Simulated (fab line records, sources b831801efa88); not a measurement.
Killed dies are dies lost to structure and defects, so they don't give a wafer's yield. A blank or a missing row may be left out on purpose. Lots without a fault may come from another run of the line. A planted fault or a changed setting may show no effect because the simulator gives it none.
Problem report in the 8D (eight disciplines) form, filled by code | flow sky130 | the parts of the form that need people (team, actions taken, sign-off) are left out

1. THE PROBLEM
strip_time_to_endpoint_s at SKY_LI_CONTACT_STRIP_16 reads a mean of 3.91 s on 1 wafer of 1 lot; wafers without a fault read 3.50 s with a standard deviation of 0.049. That is +8.4 standard deviations from the usual mean.
The step: strips in O2/N2.
First seen on wafer L360.1, day 32 05:02, on plasma_asher-02. The record holds 39 wafers of 13 lots with a number at this step. Rule for "out", or "out of limits": more than 4 standard deviations from the usual mean. The other wafers with a number count as sound.

2. WHAT IT IS AND WHAT IT IS NOT
question                    | is                       | is not
which readings at this step | strip_time_to_endpoint_s | drypump_motor_current_A
which lots                  | L360                     | L351, L352, L353, L354, L355, L366, L367, L368, L369, L370, L371, L373
which wafers of those lots  | L360.1                   | L360.2, L360.4
read on which tools         | plasma_asher-02          | plasma_asher-03, plasma_asher-04
when                        | from day 32 05:02        | up to then (17 sound wafers); but 21 sound wafers of L366, L367, L368, L369, L370, L371, L373 came after

3. SUSPECTS, AND WHAT RULES EACH OUT
Counting: a tool at a process step up to the reading stays a suspect if it ran every lot that is out. Sound lots after the first of them don't rule it out here, since some wafers of a struck lot are sound.
- rie_diel-01 at SKY_LI_CONTACT_ETCH_15 (etches PSG in C4F8/O2/Ar, stops on Si, target depth 600 nm): kept. It ran the lot that is out, L360 (day 32 04:57); its last sound lot up to then is L355 (day 30 16:33).
- plasma_asher-02 at SKY_LI_CONTACT_STRIP_16 (strips in O2/N2): kept. It ran the lot that is out, L360 (day 32 05:02); its last sound lot up to then is L354 (day 30 12:23). Its own readings are out on those wafers: strip_time_to_endpoint_s.
- Within rie_diel-01 at SKY_LI_CONTACT_ETCH_15: the wafers that are out ran in chamber 0; their sound lot-mates ran in chambers 2, 3.
Left after counting: rie_diel-01 at SKY_LI_CONTACT_ETCH_15, plasma_asher-02 at SKY_LI_CONTACT_STRIP_16.

4. THE CAUSE (what the simulator had put in)
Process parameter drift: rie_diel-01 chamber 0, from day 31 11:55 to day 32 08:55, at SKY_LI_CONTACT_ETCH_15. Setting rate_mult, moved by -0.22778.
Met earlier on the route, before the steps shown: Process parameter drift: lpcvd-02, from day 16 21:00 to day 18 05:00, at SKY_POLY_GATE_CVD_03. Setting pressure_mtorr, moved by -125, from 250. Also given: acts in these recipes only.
Counting left 2 suspects, and this tool is among them.

5. THE CHAIN OF EFFECTS, in route order
Each row: a reading whose mean over the struck wafers that have a number lies more than 3 standard deviations from the usual. Only readings for which the record gives a usual standard deviation are gone through. hours: the time from each lot's start at the first step in this table that gives one to its start at this step, as a median over the lots. sigmas: the change in usual standard deviations.
hours | step                    | reading                  | usual      | on struck wafers | change | sigmas
0     | SKY_LI_CONTACT_STRIP_16 | oes_product_au           | 0.376 a.u. | 0.395            | +0.019 | +3.7
0     | SKY_LI_CONTACT_STRIP_16 | strip_time_to_endpoint_s | 3.50 s     | 3.91             | +0.41  | +8.4
The process steps in it:
- SKY_LI_CONTACT_STRIP_16: strips in O2/N2.
Later measuring or inspecting steps at which every struck wafer that the step has a row for has a number for every such reading, and none has moved that far: SKY_LOCAL_INTERCONNECT_RS_MEAS_01.

6. WHAT WOULD HAVE CAUGHT IT SOONER
In this record the first reading out of limits was taken at day 32 05:02, 17 hours after the fault began at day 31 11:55.
Of the tool readings at SKY_LI_CONTACT_ETCH_15 for which the record gives a usual standard deviation, none was out on any struck wafer, so an alarm limit of 4 standard deviations on them would not have fired.
All the lots that are out (1) had begun SKY_LI_CONTACT_ETCH_15 on rie_diel-01 by day 32 05:02. A hold on the tool at that time would have spared none of them.
